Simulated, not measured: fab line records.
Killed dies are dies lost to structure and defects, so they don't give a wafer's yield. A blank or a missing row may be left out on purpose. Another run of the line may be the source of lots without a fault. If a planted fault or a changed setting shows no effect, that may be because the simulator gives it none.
Which tool is to blame? | flow sfqLine | 6 lots with 18 wafers sampled at 5 steps, on a route of 325 steps

== WHAT THE GAUGES SHOWED, per wafer ==
SFQ_M7_RS_MEAS_943: uses a four-point probe to measure.
lot  | measured     | on           | M7_NB_RS (ohm/sq)
L155 | day 77 11:45 | filmMetro-04 | 0.884 0.869 0.897
L157 | day 77 22:40 | filmMetro-03 | 0.887 0.881 0.885
L159 | day 81 13:43 | filmMetro-02 | 0.887 0.880 0.895
L163 | day 84 00:58 | filmMetro-03 | 0.881 0.896 0.891
L168 | day 84 15:49 | filmMetro-03 | 0.887 0.883 0.887
L172 | day 85 08:10 | filmMetro-04 | 0.901 0.887 0.897

== TOOL THAT RAN EACH LOT (tool first, then ch and the chambers of the sampled wafers, then the start) ==
lot  | SFQ_TRILAYER_R5_ETCH_METAL_ETCH_139 | SFQ_TRILAYER_I5_BARC_OPEN_VIA_ETCH_200 | SFQ_TRILAYER_C5_STRIP_STRIP_155  | SFQ_TRILAYER_M7_DEP_SPUTTER_175
L155 | rieMetal-03 ch 0,1, day 69 11:34    | rieDiel-03 ch 0,3, day 69 18:43        | rieMetal-03 ch 0,1, day 73 10:14 | pvdSputter-04, day 77 11:40
L157 | rieMetal-03 ch 1, day 69 17:34      | rieDiel-03 ch 0,1,3, day 69 21:07      | rieMetal-04 ch 0,1, day 73 18:30 | pvdSputter-03, day 77 22:34
L159 | rieMetal-01 ch 1, day 70 13:16      | rieDiel-04 ch 0,1, day 70 16:55        | rieMetal-01 ch 0,1, day 74 05:25 | pvdSputter-03, day 81 13:35
L163 | rieMetal-03 ch 1, day 76 08:11      | rieDiel-04 ch 0,1, day 76 11:59        | rieMetal-01 ch 0,1, day 77 07:23 | pvdSputter-03, day 84 00:52
L168 | rieMetal-03 ch 0,1, day 77 08:22    | rieDiel-01 ch 1,2,3, day 78 09:10      | rieMetal-03 ch 0,1, day 79 00:58 | pvdSputter-05, day 84 15:43
L172 | rieMetal-01 ch 0,1, day 78 12:06    | rieDiel-04 ch 0,3, day 79 05:41        | rieMetal-03 ch 0,1, day 79 22:34 | pvdSputter-05, day 85 08:02
- SFQ_TRILAYER_R5_ETCH_METAL_ETCH_139: etches the open film in Cl2, stops on SiO2, target depth 60 nm, time 40 s.
- SFQ_TRILAYER_I5_BARC_OPEN_VIA_ETCH_200: etches BARC in O2, target depth 125 nm, time 41.7 s.
- SFQ_TRILAYER_C5_STRIP_STRIP_155: strips in O2.
- SFQ_TRILAYER_M7_DEP_SPUTTER_175: material Nb, target thk 200 nm, time 133.3 s.

== THE ANSWER, worked out from the rows above alone ==
Rule: usual is defined by the lots themselves. Put in order of their means at a reading, lots are off if they are a third of the lots or fewer, leave a main group of 4 or more, and stand apart from it by a gap of 3 or more times the standard deviation of the main group's means; of several such gaps the widest counts. If all means in a main group match to the digits the tables above print for the reading, that group is not used. Also off: a lot with no number at a reading for which 4 or more lots have one. Any other lot the step has rows for is counted as sound.
None of the lots is off at any reading shown; this tells nothing.

== WHAT WAS PUT IN BY THE SIMULATOR ==
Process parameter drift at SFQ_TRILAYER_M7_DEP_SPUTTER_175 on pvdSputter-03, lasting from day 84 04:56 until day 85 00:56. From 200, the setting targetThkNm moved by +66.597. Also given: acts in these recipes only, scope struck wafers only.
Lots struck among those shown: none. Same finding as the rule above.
